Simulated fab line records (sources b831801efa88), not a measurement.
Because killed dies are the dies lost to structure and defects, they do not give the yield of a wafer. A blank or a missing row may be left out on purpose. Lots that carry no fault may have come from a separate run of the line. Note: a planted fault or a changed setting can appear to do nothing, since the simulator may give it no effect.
What tool caused it? / flow gf180mcu / Sampling: 6 lots, 18 wafers, 3 of 602 route steps

WHAT THE GAUGES READ, wafer by wafer
GF_V3_CD_MEAS_14 targets a cd of 260 nm.
lot=L508; measured=day 23 11:41; on=cdSem-02; cdNm (nm)=260.6 261.1 260.5
lot=L511; measured=day 25 04:37; on=cdSem-01; cdNm (nm)=275.1 274.5 274.6
lot=L520; measured=day 27 23:17; on=cdSem-02; cdNm (nm)=259.8 259.0 258.6
lot=L523; measured=day 28 11:01; on=cdSem-02; cdNm (nm)=258.9 259.9 259.8
lot=L526; measured=day 29 04:37; on=cdSem-01; cdNm (nm)=260.5 261.8 260.2
lot=L528; measured=day 29 14:51; on=cdSem-01; cdNm (nm)=259.3 259.5 259.3

EACH LOT AND THE TOOL THAT RAN IT (in order: tool; ch and the chambers of the sampled wafers; start)
lot=L508; GF_M3_METAL_ETCH_16=rieMetal-04 ch 0,1, day 22 11:20; GF_V3_SOFTBAKE_10=lithoTrack-02 ch 0, day 23 00:00
lot=L511; GF_M3_METAL_ETCH_16=rieMetal-01 ch 0,1, day 24 04:32; GF_V3_SOFTBAKE_10=lithoTrack-02 ch 0, day 24 17:00
lot=L520; GF_M3_METAL_ETCH_16=rieMetal-01 ch 0,1, day 27 01:56; GF_V3_SOFTBAKE_10=lithoTrack-01 ch 0, day 27 13:00
lot=L523; GF_M3_METAL_ETCH_16=rieMetal-03 ch 0,1, day 27 14:16; GF_V3_SOFTBAKE_10=lithoTrack-04 ch 0, day 28 01:00
lot=L526; GF_M3_METAL_ETCH_16=rieMetal-01 ch 1, day 28 07:55; GF_V3_SOFTBAKE_10=lithoTrack-02 ch 0, day 28 19:00
lot=L528; GF_M3_METAL_ETCH_16=rieMetal-03 ch 0,1, day 28 18:26; GF_V3_SOFTBAKE_10=lithoTrack-02 ch 0, day 29 05:00
- GF_M3_METAL_ETCH_16: etches the open film in Cl2/BCl3, stops on SiO2, target depth 627.5 nm, time 104.6 s.
- GF_V3_SOFTBAKE_10: time 60 s.

THE ANSWER, worked out from the rows above alone
Rule: the lots themselves supply what counts as usual. The widest of any qualifying gaps counts: lots, ordered by their means at a reading, are off when they make up no more than a third of the lots, leave a main group of 4 or more, and stand apart from it by 3 or more times the standard deviation of that group's means. A main group is skipped when, at the precision printed for the reading in the tables above, its means are all equal. Also off: a lot with no number at a reading for which 4 or more lots have one. The other lots that the step has rows for count as sound.
Off: L511, at GF_V3_CD_MEAS_14 (cdNm). Mean 259.9 nm and standard deviation 0.72 in the main group.
If a tool, at a process step before that reading, ran all the lots that are off and no sound lot after the first of them, it fits. The gauges at GF_V3_CD_MEAS_14 are tried like those tools. Not one of the candidates tried fits.

WHAT THE SIMULATOR PUT IN
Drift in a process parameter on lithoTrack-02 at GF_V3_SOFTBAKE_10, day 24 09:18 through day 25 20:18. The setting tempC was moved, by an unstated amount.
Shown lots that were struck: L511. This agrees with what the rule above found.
